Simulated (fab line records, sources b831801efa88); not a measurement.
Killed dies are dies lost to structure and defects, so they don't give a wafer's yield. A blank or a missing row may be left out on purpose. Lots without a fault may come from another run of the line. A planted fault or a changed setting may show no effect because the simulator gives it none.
A struck lot beside a sound one | flow sky130 | 23 steps out of a route of 708
Sound: wafers L724.1, L724.2, L724.3. Struck: wafer L733.4. (L733.1, L733.5 of the same lot were not struck and are left out.) The cause comes at the end.
At each step with rows: each side's tool, then ch and its chambers, then its first start. Under that, the readings that differ: sound wafers | struck wafers | difference of the means | sigmas: that difference in standard deviations of wafers without a fault.
alike: readings whose means differ by less than 2 such deviations, and words and numbers that are the same on both sides. not compared: withheld readings, readings that some wafer has no value for, bounds like >300 that may hide the same value, and numbers for which the record gives no deviation and whose values overlap.
The two part at a step that has a row with sigmas, a row that says differs or no value, or rows on one side only. Numbers that don't overlap but have no deviation are shown without sigmas and don't part them. A reading that every wafer of one side lacks parts them only if that side has two wafers or more.

first, 1 step without rows for these wafers: SKY_CAP2M_DEVELOP_11 (develop time 60 s).
SKY_CAP2M_OVL_MEAS_12:
  sound on overlay-01, day 42 12:54; struck on overlay-02, day 45 00:27
  reading        | sound       | struck | difference | sigmas
  CAP2M_OVL (nm) | 0.3 0.4 0.8 | -2.9   | -3.4       | -3
SKY_CAP2M_METAL_ETCH_13: etches TiN in Cl2/BCl3, stops on SiO2, target depth 220 nm, time 62.9 s.
  sound on rie_metal-04 ch 0,1, day 42 12:56; struck on rie_metal-03 ch 1, day 45 00:29
  alike: chamber_pressure_mTorr, drypump_motor_current_A, mfc_cl2_sccm, oes_product_au, rf_fwd_power_W, throttle_valve_pct
  not compared: rf_hours_counter_h
SKY_CAP2M_STRIP_14: strips in O2/N2.
  sound on plasma_asher-04 ch 0,1, day 42 13:01; struck on plasma_asher-01 ch 1, day 45 00:34
  alike: chamber_pressure_mTorr, drypump_motor_current_A, oes_product_au, strip_time_to_endpoint_s
  not compared: rf_hours_counter_h
then, 8 steps without rows for these wafers: SKY_CAP2M_STRIP_15 (strips in post etch residue remover, time 1200 s); SKY_CAP2M_CLEAN_16 (cleans in IPA, time 180 s); SKY_CAP2M_CLEAN_17 (cleans in O3/DIW); SKY_METAL4_DEHYDRATE_05 (time 60 s); SKY_METAL4_HMDS_06 (prime time 60 s); SKY_METAL4_COAT_07 (resist thk 60 nm); SKY_METAL4_COAT_08 (resist thk 1140 nm); SKY_METAL4_SOFTBAKE_09 (time 90 s).
SKY_METAL4_EXPOSE_10: exposes mask MM4, target cd 300 nm.
  sound on krf_scanner-02 ch 0, day 43 01:10; struck on krf_scanner-02 ch 0, day 45 12:22
  alike: mask
then, 2 steps without rows for these wafers: SKY_METAL4_PEB_11; SKY_METAL4_DEVELOP_12 (develop time 60 s).
SKY_METAL4_CD_MEAS_13: target cd 300 nm.
  sound on cd_sem-02, day 43 12:34; struck on cd_sem-01, day 45 22:31
  reading    | sound             | struck | difference | sigmas
  cd_nm (nm) | 299.8 298.1 300.1 | 287.3  | -12.0      | -10
SKY_METAL4_OVL_MEAS_14:
  sound on overlay-01, day 43 12:41; struck on overlay-02, day 45 22:38
  alike: METAL4_OVL
SKY_METAL4_DESCUM_15: chemistry O2, time 8 s.
  sound on rie_metal-03 ch 0,1, day 43 12:44; struck on rie_metal-02 ch 0, day 45 22:41
  reading                 | sound             | struck | difference | sigmas
  model.METAL4.cd_nm (nm) | 299.8 298.1 300.4 | 287.3  | -12.1      |
  alike: chamber_pressure_mTorr, drypump_motor_current_A, oes_product_au, rf_fwd_power_W
  not compared: rf_hours_counter_h
SKY_METAL4_ETCH_16: etches BARC in N2/H2, stops on SiO2, time 88.2 s, target depth 60 nm.
  sound on rie_metal-03 ch 0,1, day 43 12:46; struck on rie_metal-02 ch 0, day 45 22:43
  alike: chamber_pressure_mTorr, drypump_motor_current_A, oes_product_au, rf_fwd_power_W, throttle_valve_pct
  not compared: rf_hours_counter_h
SKY_METAL4_ETCH_17: etches SiO2 in C4F8/O2/Ar, stops on TiN, time 3.9 s, target depth 15 nm.
  sound on rie_diel-01 ch 0,1,3, day 43 12:52; struck on rie_diel-01 ch 1, day 45 22:49
  reading                | sound   | struck | difference | sigmas
  rf_hours_counter_h (h) | 21 3 20 | 22     | +7         |
  alike: chamber_pressure_mTorr, oes_product_au, rf_fwd_power_W
SKY_METAL4_METAL_ETCH_18: etches the open film in Cl2/BCl3, stops on SiO2, target depth 845 nm, time 183.1 s.
  sound on rie_metal-01 ch 0,1, day 43 12:53; struck on rie_metal-01 ch 0, day 45 22:50
  reading                 | sound                | struck | difference | sigmas
  throttle_valve_pct (%)  | 22.277 22.256 22.269 | 22.243 | -0.024     | -3
  model.METAL4.cd_nm (nm) | 302.8 300.2 305.7    | 285.4  | -17.5      |
  alike: chamber_pressure_mTorr, drypump_motor_current_A, mfc_cl2_sccm, oes_product_au, rf_fwd_power_W
  not compared: rf_hours_counter_h
SKY_METAL4_STRIP_19: strips in O2/N2.
  sound on plasma_asher-01 ch 0,1, day 43 13:03; struck on plasma_asher-01 ch 1, day 45 23:00
  alike: chamber_pressure_mTorr, drypump_motor_current_A, oes_product_au, strip_time_to_endpoint_s
  not compared: rf_hours_counter_h
-- the record jumps here: 3 days lie between the struck wafers' starts before and after (it left off in module METAL4 and takes up again in module PAD_OPEN, whose first step shown is number 708 of the route) --
SKY_PAD_OPEN_PROBE_99:
  sound on prober-02, day 47 09:20; struck on prober-01, day 49 10:56
  reading                        | sound               | struck | difference | sigmas
  model.etest.met4.width_nm (nm) | 303.1 300.5 304.3   | 286.8  | -15.8      |
  model.etest.met4.line_ohm_um   | 0.1419 0.1437 0.142 | 0.1524 | +0.0099    |
  alike: defect_limited_yield, killed_at_M0_to_M3, killed_at_M4_up, killed_at_contacts, killed_at_front_end, killed_at_other, killed_dies, killed_open, killed_short, sort_bin_3_pad_short, sort_bin_5_function, sort_bin_6_memory, sort_n_pass, sort_yield_pct

WHERE THEY PART
First at SKY_CAP2M_OVL_MEAS_12; last, within this record, at SKY_METAL4_METAL_ETCH_18. Later steps at which nothing parts them and some readings are alike: SKY_METAL4_STRIP_19, SKY_PAD_OPEN_PROBE_99.

WHY: what the simulator had put in
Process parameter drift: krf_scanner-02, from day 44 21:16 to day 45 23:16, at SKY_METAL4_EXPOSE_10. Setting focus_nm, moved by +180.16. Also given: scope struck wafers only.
